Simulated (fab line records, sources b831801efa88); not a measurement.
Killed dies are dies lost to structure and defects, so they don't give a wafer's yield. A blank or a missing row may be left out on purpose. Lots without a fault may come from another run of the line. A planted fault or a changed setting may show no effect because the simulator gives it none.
fab line records | flow sky130
record lots=5 wafers=15 last_day=50
route steps=708 shown CONTACT@418 METAL1@434
lots that met no fault: from a run of the same line without faults
start_h: hours from the record's first day to the start of the lot's first wafer shown | wait_h: hours since the lot's step before | " the same as in the row above | L1.1+2: a row that stands for several wafers | - no value, or no start given | * or withheld: withheld | < > ~ a bound
route shown NAME@n: a module of which the file shows steps, and the number in the route of the first | usual: mean/standard deviation of fault-free wafers | same: alike in all rows | chamber/n: place in a boat | sites: the reading at each site | _std_site: their standard deviation | _edge_site: outer sites' mean less inner sites' | radius_mm: how far each site lies from the wafer's centre | mask NAME#n: copy n | behind: the tool/chamber that last shaped the wafer | hold: why the lot was held/for how many hours/how that ended | device: the transistor (n, p or np) that didn't switch | end of line: the same wafers' tests at the end of the route | a step without rows: its recipe alone | killed: dies lost to structure and defects at the first sort, not the wafer's yield | map: a wafer's dies, x killed, . not, _ none there
set.NAME: the setting as run; set.NAME@STEP: as run at that earlier step | model.NAME: the simulator's own value behind a step, which no gauge read
lots at some steps of the route; a table a step, a row a wafer
services: from which hour (start_h, from the record's first day; less than 0 if before it) a tool's chamber was out of use, for how many hours, and why
## steps
# step SKY_CONTACT_PEB_12
# recipe peb_temp_c=withheld peb_time_s=withheld resist=KrF-thick
# usual resist_line_temp_C=*
# columns lot.wafer tool chamber start_h wait_h resist_line_temp_C
L075.2 litho_track-02 0 - - *
L075.4 " 0 " " *
L075.5 " 0 " " *
L076.1 litho_track-03 0 - - *
L076.2 " 0 " " *
L076.3 " 0 " " *
L090.2 litho_track-03 0 - - *
L090.4 " 0 " " *
L090.6 " 0 " " *
L091.1 litho_track-03 0 - - *
L091.2 " 0 " " *
L091.3 " 0 " " *
L094.1 litho_track-02 0 - - *
L094.2 " 0 " " *
L094.5 " 0 " " *
# step SKY_CONTACT_DEVELOP_13
# recipe develop_time_s=60 resist=KrF-thick dev_temp_c=21
# usual resist_line_temp_C=23.00/0.1
# columns lot.wafer tool chamber start_h wait_h resist_line_temp_C
L075.2 litho_track-02 0 - - 23.04
L075.4 " 0 " " 22.84
L075.5 " 0 " " 23.19
L076.1 litho_track-03 0 - - 22.96
L076.2 " 0 " " 23.11
L076.3 " 0 " " 23.01
L090.2 litho_track-03 0 - - 22.88
L090.4 " 0 " " 23.07
L090.6 " 0 " " 23.09
L091.1 litho_track-03 0 - - 23.00
L091.2 " 0 " " 22.93
L091.3 " 0 " " 23.05
L094.1 litho_track-02 0 - - 23.14
L094.2 " 0 " " 22.96
L094.5 " 0 " " 22.92
# step SKY_CONTACT_CD_MEAS_14
# recipe target_cd_nm=170
# usual cd_nm=170.4/1.7
# columns lot.wafer tool chamber start_h wait_h cd_nm
L075.2 cd_sem-01 - 740.42 - 169.2
L075.4 " - " " 168.0
L075.5 " - " " 167.6
L076.1 cd_sem-01 - 761.37 - 171.7
L076.2 " - " " 172.5
L076.3 " - " " 172.3
L090.2 cd_sem-01 - 871.14 - 171.7
L090.4 " - " " 171.2
L090.6 " - " " 172.4
L091.1 cd_sem-02 - 888.52 - 168.4
L091.2 " - " " 169.1
L091.3 " - " " 170.2
L094.1 cd_sem-01 - 891.85 - 172.9
L094.2 " - " " 172.0
L094.5 " - " " 171.6
# step SKY_CONTACT_OVL_MEAS_15
# usual CONTACT_OVL=3/5.7
# columns lot.wafer tool chamber start_h wait_h CONTACT_OVL[nm]
L075.2 overlay-02 - 740.52 0.1 -3
L075.4 " - " " 2
L075.5 " - " " 6
L076.1 overlay-02 - 761.49 0.1 13
L076.2 " - " " 3
L076.3 " - " " 0
L090.2 overlay-02 - 871.25 0.1 -6
L090.4 " - " " -1
L090.6 " - " " -1
L091.1 overlay-01 - 888.64 0.1 1
L091.2 " - " " 2
L091.3 " - " " 0
L094.1 overlay-01 - 891.97 0.1 4
L094.2 " - " " 7
L094.5 " - " " -4
# step SKY_CONTACT_ETCH_16
# recipe chemistry=N2/H2 target=BARC ion_energy_ev=200 source_w=500 bias_w=100 pressure_mtorr=30 n2_flow_sccm=100 h2_flow_sccm=200 stop_on=SiO2 time_s=45.9 target_depth_a=600
# usual chamber_pressure_mTorr=29.995/0.029 drypump_motor_current_A=5.7/0.49 h2_flow_sccm=200.0/0.57 oes_product_au=0.854/0.0049 throttle_valve_pct=13.225/0.0099
# columns lot.wafer tool chamber start_h wait_h chamber_pressure_mTorr drypump_motor_current_A h2_flow_sccm oes_product_au rf_hours_counter_h throttle_valve_pct
L075.2 rie_diel-03 3 740.55 0.0 29.995 5.7 200.2 0.857 4 13.227
L075.4 " 0 " " 29.975 4.9 200.6 0.855 - 13.214
L075.5 " 3 " " 29.994 5.7 201.2 0.854 - 13.211
L076.1 rie_diel-04 0 761.53 0.0 29.991 5.1 200.2 0.857 24 13.222
L076.2 " 3 " " 29.990 5.8 200.8 0.854 9 13.217
L076.3 " 2 " " 30.030 5.7 200.1 0.854 14 13.224
L090.2 rie_diel-03 3 871.28 0.0 29.968 5.7 199.9 0.858 9 13.234
L090.4 " 3 " " 30.050 5.7 199.2 0.851 - 13.226
L090.6 " 0 " " 29.986 4.9 199.7 0.859 - 13.245
L091.1 rie_diel-02 1 888.68 0.0 30.005 6.0 201.2 0.861 8 13.235
L091.2 " 0 " " 30.003 5.8 200.4 0.849 8 13.212
L091.3 " 3 " " 29.998 5.8 200.5 0.848 13 13.224
L094.1 rie_diel-02 0 892.00 0.0 29.964 5.8 198.5 0.859 8 13.234
L094.2 " 1 " " 29.970 6.0 200.8 0.855 8 13.230
L094.5 " 2 " " 29.946 5.5 198.9 0.857 - 13.230
# step SKY_CONTACT_ETCH_17
# recipe target=SiO2 chemistry=C4F8/O2/Ar stop_on=Si3N4 mask_material=KrF-thick source_w=1500 bias_w=1200 pressure_mtorr=40 c4f8_flow_sccm=withheld O2_flow_sccm=6 Ar_flow_sccm=300 time_s=withheld target_depth_a=3400
# usual chamber_pressure_mTorr=40.00/0.037 oes_product_au=0.891/0.0051
# columns lot.wafer tool chamber start_h wait_h chamber_pressure_mTorr oes_product_au
L075.2 rie_diel-03 3 740.59 0.0 40.00 0.892
L075.4 " 0 " " 40.02 0.883
L075.5 " 3 " " 40.05 0.882
L076.1 rie_diel-04 0 761.57 0.0 39.97 0.889
L076.2 " 3 " " 39.96 0.890
L076.3 " 2 " " 40.00 0.894
L090.2 rie_diel-03 3 871.32 0.0 39.97 0.884
L090.4 " 3 " " 39.98 0.894
L090.6 " 0 " " 39.94 0.891
L091.1 rie_diel-02 1 888.72 0.0 40.01 0.901
L091.2 " 0 " " 39.98 0.894
L091.3 " 3 " " 39.91 0.886
L094.1 rie_diel-02 0 892.05 0.0 39.90 0.891
L094.2 " 1 " " 40.00 0.890
L094.5 " 2 " " 40.02 0.887
# step SKY_CONTACT_ETCH_18
# recipe target=Si3N4 chemistry=CHF3/O2 stop_on=TiN source_w=600 bias_w=200 pressure_mtorr=40 chf3_flow_sccm=50 O2_flow_sccm=5 time_s=39 target_depth_a=750
# usual chamber_pressure_mTorr=40.01/0.036 drypump_motor_current_A=5.7/0.49 oes_product_au=0.853/0.0073 throttle_valve_pct=8.793/0.0092
# columns lot.wafer tool chamber start_h wait_h chamber_pressure_mTorr drypump_motor_current_A oes_product_au rf_hours_counter_h throttle_valve_pct
L075.2 rie_diel-03 3 - - 39.98 5.7 0.853 5 8.801
L075.4 " 0 " " 40.02 4.9 0.860 - 8.785
L075.5 " 3 " " 40.05 5.7 0.856 - 8.789
L076.1 rie_diel-04 0 - - 40.06 5.0 0.848 24 8.794
L076.2 " 3 " " 39.99 5.8 0.834 9 8.801
L076.3 " 2 " " 39.97 5.7 0.846 14 8.780
L090.2 rie_diel-03 3 - - 40.08 5.7 0.838 9 8.780
L090.4 " 3 " " 39.98 5.7 0.854 - 8.785
L090.6 " 0 " " 40.02 4.9 0.859 - 8.795
L091.1 rie_diel-02 1 - - 40.04 5.9 0.843 8 8.791
L091.2 " 0 " " 40.01 5.8 0.852 8 8.796
L091.3 " 3 " " 39.98 5.8 0.841 13 8.803
L094.1 rie_diel-02 0 - - 39.94 5.8 0.851 9 8.805
L094.2 " 1 " " 40.03 6.0 0.848 9 8.774
L094.5 " 2 " " 39.97 5.5 0.849 - 8.799
# step SKY_CONTACT_STRIP_19
# recipe chemistry=O2/N2 power_w=1400 pressure_mtorr=1500 platen_temp_c=withheld o2_flow_sccm=3000 n2_flow_sccm=300 overash_fraction=0.5
# usual chamber_pressure_mTorr=1500.0/1.3 drypump_motor_current_A=5.9/0.55 o2_flow_sccm=3001/8.3 oes_product_au=0.381/0.0045 strip_time_to_endpoint_s=3.618/0.026
# columns lot.wafer tool chamber start_h wait_h chamber_pressure_mTorr drypump_motor_current_A o2_flow_sccm oes_product_au rf_hours_counter_h strip_time_to_endpoint_s
L075.2 plasma_asher-03 1 740.68 - 1500.6 5.9 3010 0.383 93 3.646
L075.4 " 0 " " 1497.3 5.0 2991 0.383 - 3.669
L075.5 " 0 " " 1499.5 5.0 2991 0.386 - 3.622
L076.1 plasma_asher-04 1 761.66 - 1500.5 5.1 2990 0.375 59 3.605
L076.2 " 0 " " 1498.7 5.1 2976 0.371 59 3.605
L076.3 " 1 " " 1505.0 5.1 2990 0.379 - 3.602
L090.2 plasma_asher-02 1 871.41 - 1498.0 6.3 2999 0.378 48 3.593
L090.4 " 1 " " 1501.2 6.3 2997 0.383 - 3.575
L090.6 " 1 " " 1499.6 6.3 2992 0.377 - 3.612
L091.1 plasma_asher-02 0 888.81 - 1500.9 6.4 2995 0.367 50 3.579
L091.2 " 1 " " 1499.7 6.3 2990 0.377 50 3.590
L091.3 " 0 " " 1500.2 6.4 3002 0.386 - 3.633
L094.1 plasma_asher-03 0 892.14 - 1499.5 5.0 3001 0.378 111 3.634
L094.2 " 1 " " 1498.8 5.8 2993 0.382 111 3.649
L094.5 " 1 " " 1497.9 5.8 3004 0.386 - 3.660
# step SKY_CONTACT_STRIP_20
# recipe chemistry=post_etch_residue_remover time_s=1200 temp_c=72.5
# columns lot.wafer tool chamber start_h wait_h
L075.2+4+5 wet_bench-02 0 740.78 0.1
L076.1+2+3 wet_bench-02 1 761.76 0.1
L090.2+4+6 wet_bench-04 0 871.51 0.1
L091.1+2+3 wet_bench-02 1 888.91 0.1
L094.1+2+5 wet_bench-04 2 892.24 0.1
# step SKY_CONTACT_CLEAN_21
# recipe chemistry=IPA time_s=180 temp_c=25
# columns lot.wafer tool chamber start_h wait_h
L075.2+4+5 wet_bench-04 2 741.13 0.0
L076.1+2+3 wet_bench-04 3 762.10 0.0
L090.2+4+6 wet_bench-03 2 871.88 0.0
L091.1+2+3 wet_bench-04 1 889.25 0.0
L094.1+2+5 wet_bench-04 0 892.58 0.0
# step SKY_CONTACT_CLEAN_22
# recipe chemistry=O3/DIW dry=n2_spin
# columns lot.wafer tool chamber start_h wait_h
L075.2+4+5 wet_bench-03 1 741.18 0.0
L076.1+2+3 wet_bench-02 0 762.16 0.0
L090.2+4+6 wet_bench-04 0 871.94 0.0
L091.1+2+3 wet_bench-03 0 889.31 0.0
L094.1+2+5 wet_bench-03 0 892.64 0.0
# step SKY_CONTACT_SPUTTER_23
# recipe material=TiN target_thk_nm=20 chamber_pressure_pa=5 power_w=4000 time_s=80
# usual throttle_valve_pct=30.6/1.3
# columns lot.wafer tool chamber start_h wait_h throttle_valve_pct
L075.2 pvd_sputter-04 - 741.28 0.0 32.4
L075.4 " - " " 31.4
L075.5 " - " " 31.7
L076.1 pvd_sputter-02 - 762.25 0.0 28.9
L076.2 " - " " 29.3
L076.3 " - " " 30.5
L090.2 pvd_sputter-04 - 872.04 0.0 31.4
L090.4 " - " " 32.5
L090.6 " - " " 31.4
L091.1 pvd_sputter-02 - 889.40 0.0 29.3
L091.2 " - " " 29.2
L091.3 " - " " 28.2
L094.1 pvd_sputter-03 - 892.74 0.0 31.6
L094.2 " - " " 30.2
L094.5 " - " " 30.6
# step SKY_CONTACT_CVD_24
# recipe material=W target_thk_nm=340 time_s=102.12 temp_c=400 pressure_torr=40
# usual heater_power_outer_w=511/67 heater_power_w=845/95
# columns lot.wafer tool chamber start_h wait_h heater_power_outer_w heater_power_w
L075.2 cvd_w-02 1 741.34 0.0 450 773
L075.4 " 0 " " 407 719
L075.5 " 1 " " 463 771
L076.1 cvd_w-01 0 762.31 0.0 558 943
L076.2 " 1 " " 562 873
L076.3 " 1 " " 567 882
L090.2 cvd_w-01 0 872.10 0.0 569 955
L090.4 " 0 " " 573 972
L090.6 " 1 " " 576 898
L091.1 cvd_w-01 0 889.46 0.0 576 952
L091.2 " 1 " " 573 906
L091.3 " 1 " " 562 927
L094.1 cvd_w-02 1 892.80 0.0 463 794
L094.2 " 0 " " 419 686
L094.5 " 1 " " 467 798
# step SKY_CONTACT_RS_MEAS_25
# recipe thk_meas_gauge=four-point-probe reads=W_of_CONTACT_CVD_24+TiN_of_CONTACT_SPUTTER_23
# usual CONTACT_W_RS=0.336/0.0057
# columns lot.wafer tool chamber start_h wait_h CONTACT_W_RS[ohm/sq]
L075.2 film_metro-03 - 741.47 0.1 0.336
L075.4 " - " " 0.338
L075.5 " - " " 0.340
L076.1 film_metro-04 - 762.42 0.1 0.327
L076.2 " - " " 0.337
L076.3 " - " " 0.338
L090.2 film_metro-03 - 872.23 0.1 0.331
L090.4 " - " " 0.325
L090.6 " - " " 0.342
L091.1 film_metro-01 - 889.57 0.1 0.327
L091.2 " - " " 0.337
L091.3 " - " " 0.340
L094.1 film_metro-04 - 892.91 0.1 0.338
L094.2 " - " " 0.342
L094.5 " - " " 0.339
# step SKY_CONTACT_THK_MEAS_26
# recipe thk_meas_gauge=xrf reads=W_of_CONTACT_CVD_24
# usual CONTACT_W_THK=336/6.9
# columns lot.wafer tool chamber start_h wait_h CONTACT_W_THK[nm]
L075.2 film_metro-03 - 741.58 0.1 334
L075.4 " - " " 333
L075.5 " - " " 330
L076.1 film_metro-04 - 762.54 0.1 347
L076.2 " - " " 337
L076.3 " - " " 337
L090.2 film_metro-03 - 872.34 0.1 342
L090.4 " - " " 347
L090.6 " - " " 328
L091.1 film_metro-01 - 889.69 0.1 344
L091.2 " - " " 332
L091.3 " - " " 328
L094.1 film_metro-04 - 893.03 0.1 340
L094.2 " - " " 338
L094.5 " - " " 337
# step SKY_CONTACT_CMP_27
# recipe stop_on=SiO2 t_overpolish_s=15 down_force_psi=3.5 platen_rpm=60 target_thk_nm=0 pad_velocity_m_s=0.94248
# usual head_pressure_psi=3.500/0.0072 motor_current_A=11.1/1 overpolish_run_s=15.000/0.0089 platen_rpm=60.00/0.034 time_to_endpoint_s=81.9/3
# columns lot.wafer tool chamber start_h wait_h head_pressure_psi motor_current_A overpolish_run_s platen_rpm time_to_endpoint_s
L075.2 cmp-02 1 741.63 0.0 3.483 11.4 14.999 59.98 83.1
L075.4 " 0 " " 3.505 12.6 15.003 59.95 80.5
L075.5 " 2 " " 3.507 10.0 14.996 60.00 80.5
L076.2 cmp-02 1 762.80 0.2 3.494 12.0 14.985 59.94 85.6
L076.1 " 2 " " 3.495 9.8 14.993 60.02 83.6
L076.3 " 3 " " 3.496 10.2 15.005 60.04 80.3
L090.2 cmp-02 2 872.59 0.2 3.507 10.0 14.997 60.03 78.1
L090.4 " 0 " " 3.511 12.4 15.009 60.04 78.7
L090.6 " 1 " " 3.501 11.1 14.998 60.02 74.7
L091.1 cmp-01 1 889.75 0.1 3.499 11.0 14.997 60.05 87.3
L091.3 " 3 " " 3.492 9.9 15.017 59.98 82.6
L091.2 " 0 " " 3.491 10.9 15.006 60.02 83.9
L094.1 cmp-02 3 893.19 0.1 3.500 9.8 15.009 59.96 79.3
L094.2 " 0 " " 3.502 12.2 15.000 60.01 81.9
L094.5 " 1 " " 3.492 12.2 14.993 60.01 81.1
# step SKY_METAL1_SPUTTER_00
# recipe material=Ti target_thk_nm=15 power_w=3000 time_s=10 chamber_pressure_pa=0.4
# usual throttle_valve_pct=29.7/0.93
# columns lot.wafer tool chamber start_h wait_h throttle_valve_pct
L075.2 pvd_sputter-01 - 741.93 0.2 29.6
L075.4 " - " " 30.7
L075.5 " - " " 29.0
L076.1 pvd_sputter-01 - 763.05 0.1 29.5
L076.2 " - " " 30.8
L076.3 " - " " 29.0
L090.2 pvd_sputter-02 - 872.84 0.2 28.1
L090.4 " - " " 30.4
L090.6 " - " " 28.3
L091.1 pvd_sputter-03 - 890.05 0.2 30.5
L091.2 " - " " 29.3
L091.3 " - " " 30.3
L094.1 pvd_sputter-03 - 893.39 0.1 30.5
L094.2 " - " " 29.4
L094.5 " - " " 29.7
# step SKY_METAL1_SPUTTER_01
# recipe material=TiN target_thk_nm=20 power_w=6500 time_s=16.7 chamber_pressure_pa=0.4
# usual throttle_valve_pct=29.7/0.9
# columns lot.wafer tool chamber start_h wait_h throttle_valve_pct
L075.2 pvd_sputter-01 - 741.95 0.0 29.7
L075.4 " - " " 31.0
L075.5 " - " " 28.8
L076.1 pvd_sputter-01 - 763.07 0.0 29.7
L076.2 " - " " 30.6
L076.3 " - " " 28.9
L090.2 pvd_sputter-02 - 872.86 0.0 28.2
L090.4 " - " " 30.2
L090.6 " - " " 28.3
L091.1 pvd_sputter-03 - 890.08 0.0 30.4
L091.2 " - " " 29.3
L091.3 " - " " 30.2
L094.1 pvd_sputter-03 - 893.41 0.0 30.3
L094.2 " - " " 29.4
L094.5 " - " " 29.6
# step SKY_METAL1_SPUTTER_02
# recipe material=AlCu target_thk_nm=250 power_w=10600 time_s=13.3 chamber_pressure_pa=0.4
# usual throttle_valve_pct=29.7/0.93
# columns lot.wafer tool chamber start_h wait_h throttle_valve_pct
L075.2 pvd_sputter-01 - 741.98 0.0 29.4
L075.4 " - " " 30.8
L075.5 " - " " 29.0
L076.1 pvd_sputter-01 - 763.10 0.0 29.4
L076.2 " - " " 30.6
L076.3 " - " " 29.1
L090.2 pvd_sputter-02 - 872.88 0.0 28.1
L090.4 " - " " 30.1
L090.6 " - " " 28.3
L091.1 pvd_sputter-03 - 890.10 0.0 30.3
L091.2 " - " " 29.5
L091.3 " - " " 30.3
L094.1 pvd_sputter-03 - 893.43 0.0 30.4
L094.2 " - " " 29.6
L094.5 " - " " 29.5
# step SKY_METAL1_SPUTTER_03
# recipe material=Ti target_thk_nm=5 power_w=3000 time_s=3.3 chamber_pressure_pa=0.4
# usual throttle_valve_pct=29.7/0.93
# columns lot.wafer tool chamber start_h wait_h throttle_valve_pct
L075.2 pvd_sputter-01 - 742.00 0.0 29.6
L075.4 " - " " 31.1
L075.5 " - " " 29.0
L076.1 pvd_sputter-01 - 763.12 0.0 29.4
L076.2 " - " " 30.7
L076.3 " - " " 28.7
L090.2 pvd_sputter-02 - 872.91 0.0 28.1
L090.4 " - " " 30.1
L090.6 " - " " 28.1
L091.1 pvd_sputter-03 - 890.13 0.0 30.2
L091.2 " - " " 29.7
L091.3 " - " " 30.4
L094.1 pvd_sputter-03 - 893.46 0.0 30.5
L094.2 " - " " 29.4
L094.5 " - " " 29.5
# step SKY_METAL1_SPUTTER_04
# recipe material=TiN target_thk_nm=70 power_w=6500 time_s=58.3 chamber_pressure_pa=0.4
# usual throttle_valve_pct=29.7/0.93
# columns lot.wafer tool chamber start_h wait_h throttle_valve_pct
L075.2 pvd_sputter-01 - 742.02 0.0 29.6
L075.4 " - " " 30.7
L075.5 " - " " 29.1
L076.1 pvd_sputter-01 - 763.14 0.0 29.7
L076.2 " - " " 30.6
L076.3 " - " " 28.9
L090.2 pvd_sputter-02 - 872.93 0.0 28.1
L090.4 " - " " 30.6
L090.6 " - " " 28.2
L091.1 pvd_sputter-03 - 890.15 0.0 30.5
L091.2 " - " " 29.2
L091.3 " - " " 30.2
L094.1 pvd_sputter-03 - 893.48 0.0 30.6
L094.2 " - " " 29.1
L094.5 " - " " 29.7
# step SKY_METAL1_RS_MEAS_05
# recipe thk_meas_gauge=four-point-probe reads=TiN_of_METAL1_SPUTTER_04+Ti_of_METAL1_SPUTTER_03+AlCu_of_METAL1_SPUTTER_02+TiN_of_METAL1_SPUTTER_01+Ti_of_METAL1_SPUTTER_00
# usual METAL1_ALCU_RS=0.1266/0.0014
# columns lot.wafer tool chamber start_h wait_h METAL1_ALCU_RS[ohm/sq]
L075.2 film_metro-04 - 742.09 0.0 0.1264
L075.4 " - " " 0.1256
L075.5 " - " " 0.1246
L076.1 film_metro-04 - 763.19 0.0 0.1267
L076.2 " - " " 0.1260
L076.3 " - " " 0.1249
L090.2 film_metro-03 - 873.00 0.0 0.1281
L090.4 " - " " 0.1287
L090.6 " - " " 0.1271
L091.1 film_metro-02 - 890.19 0.0 0.1265
L091.2 " - " " 0.1272
L091.3 " - " " 0.1278
L094.1 film_metro-02 - 893.53 0.0 0.1269
L094.2 " - " " 0.1260
L094.5 " - " " 0.1261
# step SKY_METAL1_THK_MEAS_06
# recipe thk_meas_gauge=xrf reads=AlCu_of_METAL1_SPUTTER_02
# usual METAL1_ALCU_THK=247.7/3
# columns lot.wafer tool chamber start_h wait_h METAL1_ALCU_THK[nm]
L075.2 film_metro-04 - 742.20 0.1 249.5
L075.4 " - " " 250.6
L075.5 " - " " 251.8
L076.1 film_metro-04 - 763.31 0.1 245.9
L076.2 " - " " 248.8
L076.3 " - " " 250.3
L090.2 film_metro-03 - 873.11 0.1 245.1
L090.4 " - " " 241.6
L090.6 " - " " 247.6
L091.1 film_metro-02 - 890.31 0.1 246.4
L091.2 " - " " 245.3
L091.3 " - " " 243.4
L094.1 film_metro-02 - 893.65 0.1 245.9
L094.2 " - " " 247.7
L094.5 " - " " 247.6
# step SKY_METAL1_DEHYDRATE_07
# recipe temp_c=200 time_s=60
# usual resist_line_temp_C=23.01/0.1
# columns lot.wafer tool chamber start_h wait_h resist_line_temp_C
L075.2 litho_track-03 0 755.35 13.1 23.09
L075.4 " 0 " " 23.03
L075.5 " 0 " " 23.00
L076.1 litho_track-01 0 776.37 13.0 22.97
L076.2 " 0 " " 22.97
L076.3 " 0 " " 23.03
L090.2 litho_track-03 0 885.50 12.4 23.11
L090.4 " 0 " " 22.90
L090.6 " 0 " " 22.98
L091.1 litho_track-01 0 902.12 11.8 23.18
L091.2 " 0 " " 22.95
L091.3 " 0 " " 23.17
L094.1 litho_track-03 0 905.67 12.0 22.90
L094.2 " 0 " " 23.00
L094.5 " 0 " " 23.10
# step SKY_METAL1_HMDS_08
# recipe prime_time_s=60 prime_temp_c=120
# usual resist_line_temp_C=22.99/0.11
# columns lot.wafer tool chamber start_h wait_h resist_line_temp_C
L075.2 litho_track-03 0 755.50 0.1 23.16
L075.4 " 0 " " 23.06
L075.5 " 0 " " 23.14
L076.1 litho_track-01 0 776.52 0.1 22.97
L076.2 " 0 " " 23.04
L076.3 " 0 " " 22.94
L090.2 litho_track-03 0 885.65 0.1 23.19
L090.4 " 0 " " 23.05
L090.6 " 0 " " 23.09
L091.1 litho_track-01 0 902.27 0.1 23.01
L091.2 " 0 " " 22.93
L091.3 " 0 " " 22.84
L094.1 litho_track-03 0 905.82 0.1 22.90
L094.2 " 0 " " 22.91
L094.5 " 0 " " 22.94
# step SKY_METAL1_COAT_09
# recipe resist=BARC temp_c=withheld time_s=withheld spin_rpm=3000 resist_thk_nm=60
# usual resist_line_temp_C=*
# columns lot.wafer tool chamber start_h wait_h resist_line_temp_C
L075.2 litho_track-03 0 755.65 0.1 *
L075.4 " 0 " " *
L075.5 " 0 " " *
L076.1 litho_track-01 0 776.67 0.1 *
L076.2 " 0 " " *
L076.3 " 0 " " *
L090.2 litho_track-03 0 885.80 0.1 *
L090.4 " 0 " " *
L090.6 " 0 " " *
L091.1 litho_track-01 0 902.42 0.1 *
L091.2 " 0 " " *
L091.3 " 0 " " *
L094.1 litho_track-03 0 905.97 0.1 *
L094.2 " 0 " " *
L094.5 " 0 " " *
# step SKY_METAL1_COAT_10
# recipe resist=KrF-thick spin_rpm=3000 resist_thk_nm=450
# usual resist_line_temp_C=23.00/0.13
# columns lot.wafer tool chamber start_h wait_h resist_line_temp_C
L075.2 litho_track-03 0 - - 22.86
L075.4 " 0 " " 23.01
L075.5 " 0 " " 22.97
L076.1 litho_track-01 0 - - 23.07
L076.2 " 0 " " 22.97
L076.3 " 0 " " 22.99
L090.2 litho_track-03 0 - - 23.09
L090.4 " 0 " " 23.25
L090.6 " 0 " " 23.14
L091.1 litho_track-01 0 - - 23.25
L091.2 " 0 " " 23.24
L091.3 " 0 " " 23.18
L094.1 litho_track-03 0 - - 22.96
L094.2 " 0 " " 22.92
L094.5 " 0 " " 22.91
# step SKY_METAL1_SOFTBAKE_11
# recipe temp_c=100 time_s=90 resist=KrF-thick
# usual resist_line_temp_C=23.00/0.11
# columns lot.wafer tool chamber start_h wait_h resist_line_temp_C
L075.2 litho_track-03 0 - - 22.94
L075.4 " 0 " " 23.12
L075.5 " 0 " " 23.01
L076.1 litho_track-01 0 - - 22.96
L076.2 " 0 " " 23.15
L076.3 " 0 " " 23.10
L090.2 litho_track-03 0 - - 23.17
L090.4 " 0 " " 23.16
L090.6 " 0 " " 23.03
L091.1 litho_track-01 0 - - 23.01
L091.2 " 0 " " 22.82
L091.3 " 0 " " 23.11
L094.1 litho_track-03 0 - - 22.92
L094.2 " 0 " " 23.12
L094.5 " 0 " " 22.98
# step SKY_METAL1_EXPOSE_12
# recipe mask_id=MM1 na=0.8 source_shape=annular sigma_inner=0.55 sigma_outer=0.85 target_cd_nm=140 dose_mj=28
# usual reticle_temp_C=23.00/0.11
# same sigma_inner=0.55
# columns lot.wafer tool chamber start_h wait_h mask reticle_temp_C
L075.2 krf_scanner-01 0 - - MM1#0 22.82
L075.4 " 0 " " MM1#0 23.02
L075.5 " 0 " " MM1#0 23.02
L076.1 krf_scanner-02 0 - - MM1#0 23.03
L076.2 " 0 " " MM1#0 22.84
L076.3 " 0 " " MM1#0 23.13
L090.2 krf_scanner-01 0 - - MM1#0 22.91
L090.4 " 0 " " MM1#0 22.90
L090.6 " 0 " " MM1#0 22.96
L091.1 krf_scanner-01 0 - - MM1#0 22.90
L091.2 " 0 " " MM1#0 22.97
L091.3 " 0 " " MM1#0 23.14
L094.1 krf_scanner-02 0 - - MM1#0 23.12
L094.2 " 0 " " MM1#0 23.12
L094.5 " 0 " " MM1#0 23.20
# step SKY_METAL1_PEB_13
# recipe peb_temp_c=withheld peb_time_s=withheld resist=KrF-thick
# usual resist_line_temp_C=*
# columns lot.wafer tool chamber start_h wait_h resist_line_temp_C
L075.2 litho_track-01 0 - - *
L075.4 " 0 " " *
L075.5 " 0 " " *
L076.1 litho_track-01 0 - - *
L076.2 " 0 " " *
L076.3 " 0 " " *
L090.2 litho_track-04 0 - - *
L090.4 " 0 " " *
L090.6 " 0 " " *
L091.1 litho_track-03 0 - - *
L091.2 " 0 " " *
L091.3 " 0 " " *
L094.1 litho_track-04 0 - - *
L094.2 " 0 " " *
L094.5 " 0 " " *
# step SKY_METAL1_DEVELOP_14
# recipe develop_time_s=60 resist=KrF-thick dev_temp_c=21
# usual resist_line_temp_C=23.00/0.11
# columns lot.wafer tool chamber start_h wait_h resist_line_temp_C
L075.2 litho_track-01 0 - - 23.03
L075.4 " 0 " " 23.00
L075.5 " 0 " " 22.97
L076.1 litho_track-01 0 - - 22.87
L076.2 " 0 " " 23.00
L076.3 " 0 " " 22.82
L090.2 litho_track-04 0 - - 23.04
L090.4 " 0 " " 22.98
L090.6 " 0 " " 22.99
L091.1 litho_track-03 0 - - 22.76
L091.2 " 0 " " 22.85
L091.3 " 0 " " 22.91
L094.1 litho_track-04 0 - - 23.05
L094.2 " 0 " " 23.15
L094.5 " 0 " " 22.84
# step SKY_METAL1_CD_MEAS_15
# recipe target_cd_nm=140
# usual cd_nm=139.7/1.3
# columns lot.wafer tool chamber start_h wait_h cd_nm
L075.2 cd_sem-02 - 769.84 - 140.4
L075.4 " - " " 139.5
L075.5 " - " " 140.3
L076.1 cd_sem-02 - 790.57 - 139.2
L076.2 " - " " 139.8
L076.3 " - " " 138.9
L090.2 cd_sem-01 - 899.16 - 139.5
L090.4 " - " " 139.8
L090.6 " - " " 139.2
L091.1 cd_sem-02 - 915.22 - 138.9
L091.2 " - " " 138.0
L091.3 " - " " 139.6
L094.1 cd_sem-01 - 918.49 - 140.0
L094.2 " - " " 139.4
L094.5 " - " " 138.7
# step SKY_METAL1_OVL_MEAS_16
# usual METAL1_OVL=2/6.1
# columns lot.wafer tool chamber start_h wait_h METAL1_OVL[nm]
L075.2 overlay-02 - 769.94 0.1 0
L075.4 " - " " -3
L075.5 " - " " -2
L076.1 overlay-02 - 790.69 0.1 5
L076.2 " - " " 3
L076.3 " - " " 5
L090.2 overlay-02 - 899.26 0.1 8
L090.4 " - " " 3
L090.6 " - " " -1
L091.1 overlay-01 - 915.34 0.1 8
L091.2 " - " " 2
L091.3 " - " " 0
L094.1 overlay-01 - 918.61 0.1 -2
L094.2 " - " " -5
L094.5 " - " " 4
## services
# columns tool chamber start_h hours kind
pvd_sputter-02 - 720.07 14.5 repair
krf_scanner-01 - 733.88 1.3 pm
cmp-02 - 733.94 2.8 repair
rie_diel-03 1 736.56 24.3 repair
krf_scanner-01 - 739.48 4.0 pm
cvd_w-01 - 741.17 0.3 repair
cmp-02 - 744.29 1.5 repair
pvd_sputter-02 - 745.22 3.9 repair
pvd_sputter-03 - 745.88 1.9 repair
cvd_w-01 - 751.63 7.6 repair
pvd_sputter-02 - 767.52 5.3 repair
krf_scanner-01 - 768.27 0.8 pm
pvd_sputter-01 - 781.14 1.9 repair
rie_diel-03 3 812.76 7.1 repair
cmp-02 - 817.57 0.8 repair
rie_diel-03 - 823.39 0.6 repair
wet_bench-04 - 834.30 1.9 pm
cmp-02 - 837.78 4.6 pm
rie_diel-03 2 869.64 5.8 repair
cmp-02 - 874.69 11.1 pm
rie_diel-03 1 890.32 47.8 repair
wet_bench-02 - 891.25 1.6 repair
cmp-02 - 912.06 4.0 pm
cmp-02 - 914.04 1.4 repair
## key
fault none
